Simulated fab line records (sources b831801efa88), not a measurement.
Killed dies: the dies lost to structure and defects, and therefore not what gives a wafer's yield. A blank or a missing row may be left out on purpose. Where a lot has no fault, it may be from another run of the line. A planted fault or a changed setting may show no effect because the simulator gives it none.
2 desks, one fault -- flow sfq-line -- each desk has only its own numbers; what lay behind them comes last

== TOOL OWNER'S DESK, krf-scanner-02 ==
The tool's own readings at SFQ_TRILAYER_C5_LITHO_EXPOSE_152 (exposes mask C5, target cd 500 nm): means of the sampled wafers that have a number, for each lot that ran on this tool. Any lot whose mean is over 4 standard deviations away from the usual mean is out of limits and marked OUT; that distance is given in the brackets.
Columns: A = exposure-dose-mJ-cm2 at SFQ_TRILAYER_C5_LITHO_EXPOSE_152, usual 21.301; B = focus-offset-nm at SFQ_TRILAYER_C5_LITHO_EXPOSE_152, usual 0.0 nm
lot,first seen here,A,B
L569,day 66 22:43,21.303,0.0
L570,day 67 10:55,21.296,-0.4
L581,day 71 20:01,21.279,0.3
L582,day 72 00:01,21.308,-0.4
L583,day 72 02:01,21.292,-0.4
L584,day 73 03:37,21.302,-0.6
L585,day 73 09:25,21.296,0.1
Result from this desk: across the 7 lots, nothing is out of limits.

== THE METROLOGY DESK ==
What the gauges read, lot by lot, whatever tool the lot ran on: means of the sampled wafers that have a number. Any lot whose mean is over 4 standard deviations away from the usual mean is out of limits and marked OUT; that distance is given in the brackets.
Columns: A = M8_OVL at SFQ_M8_OVL_MEAS_948, usual 5 nm; B = M8_AU_RS at SFQ_M8_RS_MEAS_949, usual 0.1526 ohm/sq
lot,first seen here,A,B
L567,day 84 15:30,1,0.1542
L568,day 87 00:35,5,0.1527
L569,day 87 02:59,10,0.1540
L570,day 87 04:11,-1,0.1521
L574,day 87 14:03,-,0.1538
L575,day 87 16:26,-,0.1510
L580,day 89 02:14,7,0.1541
L581,day 89 16:28,12,0.1539
L582,day 89 22:34,-3,0.1502
L583,day 89 23:45,8,0.1515
L584,day 90 09:50,12,0.1518
L585,day 90 18:05,13,0.1526
L586,day 90 22:53,4,0.1507
L590,day 91 18:05,10,0.1517
Result from this desk: across the 14 lots, nothing is out of limits.

== TAKEN TOGETHER ==
Nothing out of limits was seen by the tool owner's desk.
At the metrology desk, nothing out of limits was observed.

== WHAT THE SIMULATOR PUT IN ==
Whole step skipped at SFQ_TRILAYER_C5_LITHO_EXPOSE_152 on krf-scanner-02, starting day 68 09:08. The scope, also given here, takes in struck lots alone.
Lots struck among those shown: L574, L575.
